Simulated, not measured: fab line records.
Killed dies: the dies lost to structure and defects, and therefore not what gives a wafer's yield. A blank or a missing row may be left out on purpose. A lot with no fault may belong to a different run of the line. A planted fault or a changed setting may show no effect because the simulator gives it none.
Matching of chambers -- flow gf180mcu -- rie diel-04 running GF_SAB_ETCH_11: 4 sister chambers
The step etches SiO2 in C4F8/O2/Ar, target depth 55 nm, time 8.5 s. 8 wafers are shown with their chamber, then 9 later ones without.

EACH WAFER AND ITS CHAMBER
wafer,chamber,oes product au (a.u.)
L355.5,3,1.024
L356.2,0,1.009
L356.3,3,1.017
L360.4,2,1.010
L360.6,1,1.005
L361.1,2,1.014
L361.2,0,1.009
L361.3,1,1.013

WAFERS MISSING THEIR CHAMBER
wafer,oes product au (a.u.)
L363.3,1.003
L363.4,1.010
L363.6,0.999
L364.1,1.012
L364.3,1.000
L364.6,1.013
L377.1,1.001
L377.4,0.999
L377.6,1.010

EACH ONE'S CHAMBER
wafer,from the rows above,in truth
L363.3,can't be placed: 0 or 1 or 2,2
L363.4,can't be placed: 0 or 1 or 2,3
L363.6,can't be placed: 0 or 1 or 2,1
L364.1,can't be placed: 2 or 0 or 1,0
L364.3,can't be placed: 0 or 1 or 2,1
L364.6,can't be placed: 2 or 0 or 1 or 3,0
L377.1,can't be placed: 0 or 1 or 2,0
L377.4,can't be placed: 0 or 1 or 2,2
L377.6,can't be placed: 0 or 1 or 2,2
Correctly placed: 0 of 9. Unplaceable from these rows: 9, with the true chamber sitting among the candidates in 8. Wrongly placed: 0.
How it was worked out, from the rows above alone: a wafer's distance from a chamber is the root of the sum, over the readings, of the square of ((its reading less the chamber's mean) divided by the reading's scatter). The wafer belongs to the nearest chamber; if the next one is less than 2 further off, it can't be placed. Each chamber's mean is taken over the wafers shown for it. The scatter: take each reading less its chamber's mean, square it, sum over the shown wafers, divide by the number of wafers less the number of chambers, and take the root.
